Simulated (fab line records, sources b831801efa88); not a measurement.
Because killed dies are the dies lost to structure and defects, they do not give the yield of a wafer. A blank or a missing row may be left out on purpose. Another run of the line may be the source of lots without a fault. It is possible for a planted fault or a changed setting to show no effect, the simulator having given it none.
fab line records -- flow sky130
record lots=12, wafers=36, last_day=50
route steps=708 shown VT_ADJUST_HVTR@141 VT_ADJUST_PCH@150 SONOS_TUNNEL@158
lots that met no fault: taken from a fault-free run of the same line
start_h: start of the lot's first displayed wafer, in hours after the record's first day -- wait_h: hours since the lot's step before -- " as in the row above -- L1.1+2: several wafers, shown together as one row -- - no value present, or no start provided -- * or withheld: withheld -- < > ~ a bound
route shown NAME@n: NAME is a module with steps in the file, n the number in the route of the first one -- usual: mean/standard deviation of fault-free wafers -- same: alike in all rows -- chamber/n: place in a boat -- sites: readings site by site -- _std_site: the values' standard deviation -- _edge_site: inner sites' mean taken away from outer sites' mean -- radius_mm: how far each site lies from the wafer's centre -- mask NAME#n: copy n -- behind: the most recent tool/chamber to have shaped the wafer -- hold: why the lot went on hold/how many hours it stayed there/how the hold came to an end -- device: which transistor (n, p or np) failed to switch -- end of line: the same wafers' tests at the end of the route -- a step with no rows: only its recipe -- killed: at the first sort, the dies lost to defects and structure; wafer yield is something else -- map: a wafer's dies, marking killed ones x, the rest . and places with no die _
set.NAME: the setting that was run; set.NAME@STEP: the one run at that earlier step -- model.NAME: the simulator's own value behind a step, which no gauge read
one table for each step of the route and one row for each wafer, over a sample of lots
services: the hour from which a tool's chamber was out of use, counted from the record's first day as start_h (under 0 if before that day), plus the number of hours and why
## steps
# step SKY_VT_ADJUST_HVTR_STRIP_10
# recipe chemistry=O2/N2, power_w=1400, pressure_mtorr=1500, platen_temp_c=withheld, o2_flow_sccm=3000, n2_flow_sccm=300, overash_fraction=0.5
# usual drypump_motor_current_A=5.80/0.21, oes_product_au=0.716/0.0045, strip_time_to_endpoint_s=14.20/0.042
lot.wafer,tool,chamber,start_h,wait_h,drypump_motor_current_A,oes_product_au,rf_hours_counter_h,strip_time_to_endpoint_s
L419.1,plasma_asher-03,0,228.02,0.1,6.20,0.719,11,14.22
L419.4,plasma_asher-03,1,228.02,0.1,5.77,0.719,-,14.20
L419.5,plasma_asher-03,1,228.02,0.1,5.78,0.711,-,14.20
L420.2,plasma_asher-03,1,235.90,0.1,5.77,0.718,12,14.13
L420.3,plasma_asher-03,0,235.90,0.1,6.19,0.723,-,14.12
L420.5,plasma_asher-03,1,235.90,0.1,5.81,0.718,-,14.12
L424.1,plasma_asher-04,0,260.70,0.1,5.60,0.711,58,14.24
L424.2,plasma_asher-04,1,260.70,0.1,5.88,0.710,58,14.21
L424.6,plasma_asher-04,0,260.70,0.1,5.56,0.718,-,14.21
L425.2,plasma_asher-04,1,265.30,0.1,5.90,0.715,58,14.27
L425.3,plasma_asher-04,0,265.30,0.1,5.56,0.718,-,14.23
L425.5,plasma_asher-04,1,265.30,0.1,5.89,0.718,-,14.22
L429.2,plasma_asher-01,1,296.90,0.1,5.66,0.716,55,14.24
L429.3,plasma_asher-01,1,296.90,0.1,5.65,0.722,-,14.24
L429.5,plasma_asher-01,1,296.90,0.1,5.60,0.714,-,14.23
L433.1,plasma_asher-04,0,326.85,0.1,5.57,0.713,64,14.18
L433.3,plasma_asher-04,0,326.85,0.1,5.60,0.722,-,14.20
L433.4,plasma_asher-04,1,326.85,0.1,5.88,0.710,-,14.21
L434.1,plasma_asher-04,1,330.38,0.1,5.90,0.716,65,14.21
L434.4,plasma_asher-04,0,330.38,0.1,5.57,0.717,-,14.17
L434.5,plasma_asher-04,1,330.38,0.1,5.92,0.712,-,14.20
L435.1,plasma_asher-01,0,342.67,0.1,5.66,0.720,59,14.21
L435.2,plasma_asher-01,1,342.67,0.1,5.69,0.717,59,14.19
L435.4,plasma_asher-01,1,342.67,0.1,5.70,0.715,-,14.21
L436.1,plasma_asher-04,1,353.28,0.1,5.87,0.718,67,14.20
L436.4,plasma_asher-04,0,353.28,0.1,5.58,0.713,-,14.24
L436.5,plasma_asher-04,1,353.28,0.1,5.91,0.719,-,14.23
L437.2,plasma_asher-04,1,362.52,0.1,5.92,0.711,68,14.19
L437.3,plasma_asher-04,1,362.52,0.1,5.91,0.724,-,14.19
L437.4,plasma_asher-04,0,362.52,0.1,5.57,0.715,-,14.19
L438.1,plasma_asher-03,0,370.50,0.1,6.18,0.715,26,14.21
L438.2,plasma_asher-03,1,370.50,0.1,5.77,0.708,26,14.21
L438.4,plasma_asher-03,0,370.50,0.1,6.18,0.712,-,14.26
L439.1,plasma_asher-01,1,379.55,0.1,5.65,0.711,63,14.17
L439.4,plasma_asher-01,0,379.55,0.1,5.64,0.716,-,14.15
L439.6,plasma_asher-01,0,379.55,0.1,5.64,0.711,-,14.14
# step SKY_VT_ADJUST_HVTR_TW_MEAS_11
# usual VT_ADJUST_HVTR_TW=209.2/1.7
lot.wafer,tool,chamber,start_h,wait_h,VT_ADJUST_HVTR_TW
L419.1,film_metro-02,-,228.12,0.1,206.5
L419.4,film_metro-02,-,228.12,0.1,207.1
L419.5,film_metro-02,-,228.12,0.1,207.2
L420.2,film_metro-03,-,236.01,0.1,209.3
L420.3,film_metro-03,-,236.01,0.1,210.0
L420.5,film_metro-03,-,236.01,0.1,210.2
L424.1,film_metro-01,-,260.80,0.1,210.7
L424.2,film_metro-01,-,260.80,0.1,210.3
L424.6,film_metro-01,-,260.80,0.1,209.5
L425.2,film_metro-03,-,265.41,0.1,210.1
L425.3,film_metro-03,-,265.41,0.1,210.0
L425.5,film_metro-03,-,265.41,0.1,210.2
L429.2,film_metro-01,-,297.01,0.1,210.0
L429.3,film_metro-01,-,297.01,0.1,210.9
L429.5,film_metro-01,-,297.01,0.1,211.6
L433.1,film_metro-02,-,326.95,0.1,207.6
L433.3,film_metro-02,-,326.95,0.1,206.4
L433.4,film_metro-02,-,326.95,0.1,208.2
L434.1,film_metro-03,-,330.48,0.1,210.6
L434.4,film_metro-03,-,330.48,0.1,210.8
L434.5,film_metro-03,-,330.48,0.1,211.1
L435.1,film_metro-02,-,342.77,0.1,206.7
L435.2,film_metro-02,-,342.77,0.1,208.3
L435.4,film_metro-02,-,342.77,0.1,207.8
L436.1,film_metro-03,-,353.38,0.1,210.9
L436.4,film_metro-03,-,353.38,0.1,210.1
L436.5,film_metro-03,-,353.38,0.1,209.2
L437.2,film_metro-01,-,362.63,0.1,211.0
L437.3,film_metro-01,-,362.63,0.1,210.9
L437.4,film_metro-01,-,362.63,0.1,211.6
L438.1,film_metro-03,-,370.60,0.1,210.5
L438.2,film_metro-03,-,370.60,0.1,209.9
L438.4,film_metro-03,-,370.60,0.1,209.5
L439.1,film_metro-01,-,379.65,0.1,211.4
L439.4,film_metro-01,-,379.65,0.1,210.4
L439.6,film_metro-01,-,379.65,0.1,210.8
# step SKY_VT_ADJUST_PCH_OVL_MEAS_07
# usual VT_ADJUST_PCH_OVL=0.6/1.2
lot.wafer,tool,chamber,start_h,wait_h,VT_ADJUST_PCH_OVL[nm]
L419.1,overlay-02,-,250.86,-,0.2
L419.4,overlay-02,-,250.86,-,-1.2
L419.5,overlay-02,-,250.86,-,-1.7
L420.2,overlay-02,-,259.63,-,-0.4
L420.3,overlay-02,-,259.63,-,-0.9
L420.5,overlay-02,-,259.63,-,-1.4
L424.1,overlay-02,-,284.53,-,-0.1
L424.2,overlay-02,-,284.53,-,-0.1
L424.6,overlay-02,-,284.53,-,0.9
L425.2,overlay-02,-,288.54,-,-2.8
L425.3,overlay-02,-,288.54,-,1.7
L425.5,overlay-02,-,288.54,-,0.1
L429.2,overlay-02,-,322.22,-,1.4
L429.3,overlay-02,-,322.22,-,0.3
L429.5,overlay-02,-,322.22,-,2.0
L433.1,overlay-02,-,353.32,-,0.3
L433.3,overlay-02,-,353.32,-,-0.3
L433.4,overlay-02,-,353.32,-,0.0
L434.1,overlay-01,-,357.42,-,-0.4
L434.4,overlay-01,-,357.42,-,0.1
L434.5,overlay-01,-,357.42,-,-1.3
L435.1,overlay-02,-,370.26,-,2.4
L435.2,overlay-02,-,370.26,-,1.5
L435.4,overlay-02,-,370.26,-,2.5
L436.1,overlay-02,-,381.22,-,1.4
L436.4,overlay-02,-,381.22,-,3.2
L436.5,overlay-02,-,381.22,-,0.6
L437.2,overlay-02,-,390.74,-,1.5
L437.3,overlay-02,-,390.74,-,2.5
L437.4,overlay-02,-,390.74,-,0.7
L438.1,overlay-02,-,399.71,-,2.7
L438.2,overlay-02,-,399.71,-,-0.3
L438.4,overlay-02,-,399.71,-,3.3
L439.1,overlay-02,-,409.01,-,1.3
L439.4,overlay-02,-,409.01,-,1.6
L439.6,overlay-02,-,409.01,-,1.3
# step SKY_SONOS_TUNNEL_EXPOSE_04
# recipe mask_id=TUNM, na=0.6, source_shape=conventional, sigma_outer=0.6, polarization=unpolarized, target_cd_nm=410, dose_mj=136
# usual exposure_dose_mJ_cm2=135.96/0.12
lot.wafer,tool,chamber,start_h,wait_h,mask,exposure_dose_mJ_cm2
L419.1,iline_stepper-02,0,262.78,-,TUNM#0,135.99
L419.4,iline_stepper-02,0,262.78,-,TUNM#0,135.97
L419.5,iline_stepper-02,0,262.78,-,TUNM#0,135.77
L420.2,iline_stepper-02,0,272.44,-,TUNM#0,135.96
L420.3,iline_stepper-02,0,272.44,-,TUNM#0,136.11
L420.5,iline_stepper-02,0,272.44,-,TUNM#0,135.98
L424.1,iline_stepper-02,0,297.63,-,TUNM#0,136.12
L424.2,iline_stepper-02,0,297.63,-,TUNM#0,136.08
L424.6,iline_stepper-02,0,297.63,-,TUNM#0,136.14
L425.2,iline_stepper-01,0,301.73,-,TUNM#0,135.90
L425.3,iline_stepper-01,0,301.73,-,TUNM#0,135.96
L425.5,iline_stepper-01,0,301.73,-,TUNM#0,136.03
L429.2,iline_stepper-01,0,335.56,-,TUNM#0,135.98
L429.3,iline_stepper-01,0,335.56,-,TUNM#0,135.85
L429.5,iline_stepper-01,0,335.56,-,TUNM#0,136.07
L433.1,iline_stepper-02,0,367.16,-,TUNM#0,128.11
L433.3,iline_stepper-02,0,367.16,-,TUNM#0,127.93
L433.4,iline_stepper-02,0,367.16,-,TUNM#0,128.05
L434.1,iline_stepper-02,0,371.74,-,TUNM#0,127.69
L434.4,iline_stepper-02,0,371.74,-,TUNM#0,128.10
L434.5,iline_stepper-02,0,371.74,-,TUNM#0,127.62
L435.1,iline_stepper-02,0,385.13,-,TUNM#0,129.57
L435.2,iline_stepper-02,0,385.13,-,TUNM#0,129.71
L435.4,iline_stepper-02,0,385.13,-,TUNM#0,129.50
L436.1,iline_stepper-02,0,395.38,-,TUNM#0,130.88
L436.4,iline_stepper-02,0,395.38,-,TUNM#0,130.64
L436.5,iline_stepper-02,0,395.38,-,TUNM#0,130.76
L437.2,iline_stepper-01,0,406.38,-,TUNM#0,135.86
L437.3,iline_stepper-01,0,406.38,-,TUNM#0,135.97
L437.4,iline_stepper-01,0,406.38,-,TUNM#0,135.99
L438.1,iline_stepper-01,0,415.28,-,TUNM#0,136.09
L438.2,iline_stepper-01,0,415.28,-,TUNM#0,136.00
L438.4,iline_stepper-01,0,415.28,-,TUNM#0,136.04
L439.1,iline_stepper-01,0,424.13,-,TUNM#0,135.97
L439.4,iline_stepper-01,0,424.13,-,TUNM#0,136.07
L439.6,iline_stepper-01,0,424.13,-,TUNM#0,136.12
# step SKY_SONOS_TUNNEL_CD_MEAS_07
# recipe target_cd_nm=410
# usual cd_nm=410.5/2.7
lot.wafer,tool,chamber,start_h,wait_h,cd_nm
L419.1,cd_sem-02,-,275.26,0.1,409.6
L419.4,cd_sem-02,-,275.26,0.1,412.1
L419.5,cd_sem-02,-,275.26,0.1,411.6
L420.2,cd_sem-01,-,283.55,0.1,410.1
L420.3,cd_sem-01,-,283.55,0.1,413.2
L420.5,cd_sem-01,-,283.55,0.1,409.2
L424.1,cd_sem-01,-,309.53,0.1,411.3
L424.2,cd_sem-01,-,309.53,0.1,411.9
L424.6,cd_sem-01,-,309.53,0.1,411.8
L425.2,cd_sem-02,-,314.55,0.1,409.8
L425.3,cd_sem-02,-,314.55,0.1,408.9
L425.5,cd_sem-02,-,314.55,0.1,408.8
L429.2,cd_sem-02,-,349.35,0.1,413.4
L429.3,cd_sem-02,-,349.35,0.1,413.7
L429.5,cd_sem-02,-,349.35,0.1,414.0
L433.1,cd_sem-02,-,381.31,0.1,390.0
L433.3,cd_sem-02,-,381.31,0.1,392.1
L433.4,cd_sem-02,-,381.31,0.1,390.0
L434.1,cd_sem-02,-,386.38,0.1,393.2
L434.4,cd_sem-02,-,386.38,0.1,393.7
L434.5,cd_sem-02,-,386.38,0.1,395.4
L435.1,cd_sem-01,-,399.59,0.1,397.8
L435.2,cd_sem-01,-,399.59,0.1,396.7
L435.4,cd_sem-01,-,399.59,0.1,396.0
L436.1,cd_sem-01,-,410.54,0.1,403.9
L436.4,cd_sem-01,-,410.54,0.1,401.7
L436.5,cd_sem-01,-,410.54,0.1,401.7
L437.2,cd_sem-02,-,421.45,0.1,411.2
L437.3,cd_sem-02,-,421.45,0.1,413.4
L437.4,cd_sem-02,-,421.45,0.1,413.0
L438.1,cd_sem-01,-,429.94,0.1,414.1
L438.2,cd_sem-01,-,429.94,0.1,414.0
L438.4,cd_sem-01,-,429.94,0.1,411.5
L439.1,cd_sem-02,-,439.88,0.1,409.3
L439.4,cd_sem-02,-,439.88,0.1,410.0
L439.6,cd_sem-02,-,439.88,0.1,406.8
## services
tool,chamber,start_h,hours,kind
plasma_asher-01,-,205.88,26.2,repair
iline_stepper-02,-,213.19,25.7,repair
iline_stepper-01,0,217.04,-,calibration
iline_stepper-02,0,259.01,-,calibration
iline_stepper-02,-,259.69,2.1,pm
iline_stepper-02,-,261.78,-,consumable_replace:lamp
iline_stepper-02,-,264.62,2.7,repair
iline_stepper-02,-,287.60,1.7,repair
iline_stepper-02,-,336.44,2.7,repair
plasma_asher-04,-,376.45,1.0,repair
iline_stepper-01,-,383.74,1.7,pm
plasma_asher-03,-,395.01,2.8,pm
iline_stepper-02,-,395.58,1.7,pm
iline_stepper-02,-,406.58,7.0,repair
plasma_asher-04,-,410.64,1.4,repair
plasma_asher-04,-,421.25,9.0,pm
plasma_asher-04,0,421.25,9.0,vent_cycle
plasma_asher-04,1,421.25,9.0,vent_cycle
## key
first_sign step=SKY_SONOS_TUNNEL_EXPOSE_04, reading=exposure_dose_mJ_cm2, direction=down, sigmas=60, usual=*, struck=*
effect step=SKY_SONOS_TUNNEL_CD_MEAS_07, reading=cd_nm, direction=down, sigmas=5.4, usual=410.5, struck=396.0, through=control_loop
met_at SKY_SONOS_TUNNEL_EXPOSE_04
struck_lots L433,L434,L435,L436
tester_left_out L433,L434,L435,L436
loop_trim step=SKY_SONOS_TUNNEL_EXPOSE_04, setting=dose, lots=L435,L436
not_acting_at SKY_VT_ADJUST_HVTR_STRIP_10,SKY_VT_ADJUST_HVTR_TW_MEAS_11,SKY_VT_ADJUST_PCH_OVL_MEAS_07
onset_between 297.63 367.16
fault kind=process_parameter_drift, tool=iline_stepper-02, chamber=-, onset_h=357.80, steps=SKY_SONOS_TUNNEL_EXPOSE_04, channel=dose_mj, offset=-8.0148, shape=step, acts_in=these_recipes_only, stated=136
# tester_left_out: of these lots the tester's yield and bins aren't shown, on N5 and GAA mostly nor the transistor test; their killed dies are dies lost to structure and defects alone, not to doping, threshold or leakage, so they don't give the yield
# loop_trim: a control loop set the setting to another value than it would have without faults
